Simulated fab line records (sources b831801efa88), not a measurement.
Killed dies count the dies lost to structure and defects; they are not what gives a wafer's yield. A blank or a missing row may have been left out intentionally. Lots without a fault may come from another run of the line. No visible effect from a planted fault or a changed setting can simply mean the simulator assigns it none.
Chamber matching | flow gf180mcu | GF_V2_CMP_26 on cmp-01 has 4 sister chambers
The step polishes, stops on SiO2, t overpolish 15 s, target thk 0 nm. 33 wafers are shown with their chamber, then 12 later ones without.

## WAFERS, EACH WITH ITS CHAMBER
wafer  | chamber | motor current A (A) | time to endpoint s (s) | overpolish run s (s)
L074.4 | 0       | 9.7                 | 88.9                   | 15.005
L074.5 | 0       | 9.9                 | 87.9                   | 14.991
L074.6 | 1       | 10.6                | 84.7                   | 15.013
L075.2 | 0       | 10.6                | 85.9                   | 15.009
L075.4 | 3       | 9.5                 | 87.9                   | 14.996
L075.6 | 0       | 9.8                 | 86.6                   | 15.003
L077.2 | 0       | 9.9                 | 88.1                   | 14.993
L077.5 | 1       | 10.8                | 87.1                   | 15.002
L077.6 | 2       | 9.8                 | 82.0                   | 14.994
L078.2 | 3       | 10.2                | 88.1                   | 15.005
L078.3 | 1       | 10.4                | 90.5                   | 14.999
L078.6 | 0       | 9.7                 | 87.9                   | 15.012
L079.1 | 0       | 10.0                | 86.2                   | 15.008
L079.3 | 1       | 10.4                | 90.3                   | 14.991
L079.6 | 3       | 10.2                | 88.8                   | 14.984
L082.3 | 3       | 9.7                 | 84.6                   | 14.978
L082.5 | 3       | 10.1                | 85.4                   | 15.006
L082.6 | 2       | 10.5                | 85.0                   | 15.004
L083.3 | 3       | 9.7                 | 87.6                   | 14.998
L083.4 | 2       | 10.5                | 81.2                   | 15.010
L083.5 | 0       | 10.0                | 84.3                   | 14.990
L084.2 | 1       | 10.7                | 85.0                   | 14.992
L084.3 | 2       | 9.8                 | 86.1                   | 15.005
L084.6 | 2       | 10.3                | 85.2                   | 15.001
L088.1 | 1       | 10.8                | 86.2                   | 14.987
L088.3 | 0       | 9.5                 | 81.0                   | 14.992
L088.5 | 2       | 10.5                | 83.5                   | 14.999
L090.1 | 3       | 9.5                 | 87.8                   | 15.004
L090.4 | 2       | 9.8                 | 83.7                   | 15.003
L090.6 | 3       | 9.9                 | 83.6                   | 14.999
L091.1 | 0       | 10.3                | 85.7                   | 14.997
L091.4 | 2       | 9.8                 | 80.7                   | 14.986
L091.6 | 2       | 9.5                 | 84.7                   | 14.994

SIGNATURES (averages over the wafers above)
reading            | chamber 0 | chamber 1 | chamber 2 | chamber 3 | scatter within a chamber
motor current A    | 9.940     | 10.617    | 10.056    | 9.850     | 0.316
time to endpoint s | 86.250    | 87.300    | 83.567    | 86.725    | 2.15
overpolish run s   | 15.00000  | 14.99733  | 14.99956  | 14.99625  | 0.00874
Rule: a wafer's distance from a chamber is the root of the sum, over the readings, of the square of ((its reading less the chamber's mean) divided by the reading's scatter). The wafer belongs to the nearest chamber; if the next one is less than 2 further off, it can't be placed. The scatter is the square root of a quotient: the sum, over the shown wafers, of each reading's squared deviation from its chamber's mean, divided by wafers minus chambers.

## WAFERS MISSING THEIR CHAMBER
wafer  | motor current A (A) | time to endpoint s (s) | overpolish run s (s)
L092.1 | 9.9                 | 84.4                   | 15.011
L092.2 | 9.9                 | 88.0                   | 14.985
L092.3 | 10.0                | 84.2                   | 15.015
L093.2 | 9.4                 | 85.8                   | 14.997
L093.3 | 10.3                | 86.3                   | 15.002
L093.6 | 10.7                | 86.7                   | 15.000
L094.1 | 9.3                 | 83.1                   | 15.004
L094.3 | 10.1                | 83.4                   | 15.017
L094.4 | 10.1                | 82.7                   | 15.002
L097.4 | 9.9                 | 83.4                   | 15.005
L097.5 | 10.0                | 84.3                   | 14.998
L097.6 | 10.8                | 89.2                   | 15.011

## WHICH CHAMBER EACH WENT THROUGH
wafer  | from the rows above               | in truth
L092.1 | can't be placed: 2 or 0 or 3 or 1 | 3
L092.2 | can't be placed: 3 or 0 or 1 or 2 | 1
L092.3 | can't be placed: 2 or 0 or 3 or 1 | 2
L093.2 | can't be placed: 3 or 0 or 2      | 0
L093.3 | can't be placed: 0 or 1 or 2 or 3 | 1
L093.6 | can't be placed: 1 or 0           | 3
L094.1 | can't be placed: 2 or 0 or 3      | 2
L094.3 | can't be placed: 2 or 0 or 3 or 1 | 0
L094.4 | can't be placed: 2 or 0 or 3      | 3
L097.4 | can't be placed: 2 or 0 or 3      | 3
L097.5 | can't be placed: 2 or 0 or 3 or 1 | 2
L097.6 | can't be placed: 1 or 0 or 3 or 2 | 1
Correct placement for 0 of the 12. From these rows, 12 cannot be placed; in 11 the true chamber is one of the candidates. 0 placed wrongly.
